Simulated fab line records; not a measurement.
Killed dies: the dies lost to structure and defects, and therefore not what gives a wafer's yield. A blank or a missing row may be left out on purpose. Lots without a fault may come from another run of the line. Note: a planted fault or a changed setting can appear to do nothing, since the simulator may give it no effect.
Chamber matching    flow gf180mcu    pecvd-03 running GF_V3_CVD_02: 3 sister chambers
The step deposits SiO2 from TEOS, target thk 850 nm, time 94.851 s. 16 wafers are shown with their chamber, then 8 later ones without.

== EACH WAFER AND ITS CHAMBER ==
wafer   chamber  heater_power_w (W)  heater_power_outer_w (W)  rf_fwd_power_W (W)
L972.3  0        487                 274                       600.6
L972.4  0        521                 308                       601.1
L972.6  1        535                 294                       595.1
L974.1  0        474                 279                       599.0
L974.3  0        525                 305                       596.8
L974.4  2        620                 347                       594.1
L975.1  2        639                 349                       596.1
L975.3  0        439                 240                       594.9
L975.6  2        580                 294                       594.6
L976.2  1        437                 238                       599.0
L976.3  0        575                 324                       595.8
L976.4  1        475                 271                       598.8
L980.1  2        566                 294                       595.6
L980.2  0        488                 279                       598.4
L980.3  1        434                 229                       596.3
L985.2  1        446                 234                       595.8

SIGNATURES (averages over the wafers above)
reading               chamber 0  chamber 1  chamber 2  scatter within a chamber
heater_power_w        501.29     465.40     601.25     41.1
heater_power_outer_w  287.00     253.20     321.00     28.7
rf_fwd_power_W        598.086    597.000    595.100    1.93
Rule: a wafer's distance from a chamber is the root of the sum, over the readings, of the square of ((its reading less the chamber's mean) divided by the reading's scatter). The wafer belongs to the nearest chamber; if the next one is less than 2 further off, it can't be placed. The scatter: the root of (the sum of the squares of (reading less its chamber's mean) over the shown wafers, divided by (wafers less chambers)).

== WAFERS MISSING THEIR CHAMBER ==
wafer   heater_power_w (W)  heater_power_outer_w (W)  rf_fwd_power_W (W)
L985.3  450                 249                       594.5
L985.6  491                 289                       596.8
L988.1  619                 343                       600.4
L988.2  527                 311                       600.2
L988.5  574                 287                       599.4
L994.2  476                 263                       594.3
L994.3  451                 245                       594.1
L994.4  498                 278                       594.9

== WHICH CHAMBER EACH WENT THROUGH ==
wafer   from the rows above           in truth
L985.3  can't be placed: 1 or 0       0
L985.6  can't be placed: 0 or 1       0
L988.1  can't be placed: 2 or 0       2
L988.2  can't be placed: 0 or 1 or 2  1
L988.5  can't be placed: 0 or 2 or 1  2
L994.2  can't be placed: 1 or 0       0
L994.3  can't be placed: 1 or 0       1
L994.4  can't be placed: 1 or 0 or 2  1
Correct placement for 0 of the 8. Unplaceable from these rows: 8, with the true chamber sitting among the candidates in 8. 0 placed wrongly.
